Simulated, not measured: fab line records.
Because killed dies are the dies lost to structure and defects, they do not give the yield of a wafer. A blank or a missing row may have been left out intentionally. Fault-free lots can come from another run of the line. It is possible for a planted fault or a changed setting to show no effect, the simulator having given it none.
Code-filled problem report in 8D (eight disciplines) form | flow sky130 | the parts of the form that need people (team, actions taken, sign-off) are left out

== 1. WHAT WENT WRONG ==
CONTACT_CVD_00_THK at SKY_CONTACT_THK_MEAS_01 reads a mean of 134.7 nm on 3 wafers of 2 lots; wafers without a fault read 74.8 nm with a standard deviation of 0.83. Relative to the usual mean, that is a shift of +72 standard deviations.
Earliest sighting: wafer L224.6 on film_metro-04 at day 35 21:41. The record holds 32 wafers of 11 lots with a number at this step. Rule for "out", or "out of limits": more than 4 standard deviations from the usual mean. The rest of the wafers with a number are treated as sound.

== 2. WHAT THIS IS AND IS NOT ==
question                    | is                     | is not
which readings at this step | CONTACT_CVD_00_THK     | -
which lots                  | L224, L227             | L209, L212, L215, L217, L226, L228, L230, L231, L232
which wafers of those lots  | L224.6, L227.2, L227.6 | L224.1, L227.4
read on which gauges        | film_metro-04          | film_metro-01, film_metro-02
when                        | from day 35 21:41      | up to then (13 sound wafers); but 16 sound wafers of L226, L227, L228, L230, L231, L232 came after

== 3. THE SUSPECTS, EACH WITH WHAT RULES IT OUT ==
Counting: if a tool at a process step up to the reading ran every lot that is out, it stays a suspect. Sound lots after the first of them don't rule it out here, since some wafers of a struck lot are sound.
- the gauge at SKY_CONTACT_THK_MEAS_01: ruled out. All the wafers that are out were read on film_metro-04, but those of them that SKY_CONTACT_ETCH_18 has rows for are out there too, on other tools.
- rie_diel-03 at SKY_LI_CONTACT_ETCH_14 (etches BARC in N2/H2, stops on SiO2, time 45.9 s, target depth 60 nm): kept. It processed each lot that is out (first: L224, day 34 17:32); up to then, its last sound lot is L215 (day 31 05:07).
- rie_diel-03 at SKY_LI_CONTACT_ETCH_15 (etches PSG in C4F8/O2/Ar, stops on Si, target depth 600 nm): kept. It processed each lot that is out (first: L224, day 34 17:35); up to then, its last sound lot is L215 (day 31 05:10).
- pecvd-03 at SKY_CONTACT_CVD_00 (deposits Si3N4, target thk 75 nm): kept. It processed each lot that is out (first: L224, day 35 21:38); up to then, its last sound lot is L217 (day 33 01:02).
rie_diel-03 at SKY_LI_CONTACT_ETCH_14, rie_diel-03 at SKY_LI_CONTACT_ETCH_15 and pecvd-03 at SKY_CONTACT_CVD_00 are what is left after counting.

== 4. THE CAUSE (what the simulator had put in) ==
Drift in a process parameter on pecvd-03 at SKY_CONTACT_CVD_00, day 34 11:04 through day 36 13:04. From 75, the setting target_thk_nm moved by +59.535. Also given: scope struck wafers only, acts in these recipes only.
This tool is one of the 3 suspects left after counting.

== 5. THE EFFECT CHAIN, in route order ==
Each row: a reading where the mean over the struck wafers with a number is more than 3 standard deviations away from the usual. Readings are gone through only where the record gives a usual standard deviation; hours: the median, over the lots, of the time from a lot's start at the first step in this table giving one to that lot's start at this step; sigmas: the change measured in usual standard deviations.
hours | step                    | reading            | usual      | on struck wafers | change | sigmas
0     | SKY_CONTACT_THK_MEAS_01 | CONTACT_CVD_00_THK | 74.8 nm    | 134.7            | +59.9  | +72
-     | SKY_CONTACT_ETCH_18     | oes_product_au     | 0.853 a.u. | 0.992            | +0.139 | +20
-     | SKY_CONTACT_ETCH_18     | throttle_valve_pct | 8.792 %    | 8.829            | +0.037 | +4.0
330   | SKY_PAD_OPEN_PROBE_99   | killed_at_contacts | 25         | 435              | +410   | +74
330   | SKY_PAD_OPEN_PROBE_99   | killed_dies        | 89         | 492              | +403   | +43
330   | SKY_PAD_OPEN_PROBE_99   | killed_on_rim      | 17         | 96               | +79    | +21
It contains these process steps:
- SKY_CONTACT_ETCH_18: etches Si3N4 in CHF3/O2, stops on TiN, time 39 s, target depth 75 nm.
- SKY_PAD_OPEN_PROBE_99

== 6. WHAT WOULD HAVE CAUGHT IT SOONER ==
The first out-of-limits reading at a measuring or inspecting step in this record came at day 35 21:41, 35 hours after the fault's start at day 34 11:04.
Of the tool readings at SKY_CONTACT_CVD_00 for which the record gives a usual standard deviation, none was out on any struck wafer, so an alarm limit of 4 standard deviations on them would not have fired.
Among the 2 lots that are out, L227 began SKY_CONTACT_CVD_00 on pecvd-03 after day 35 21:41. Had the tool been put on hold then, it would have been spared.
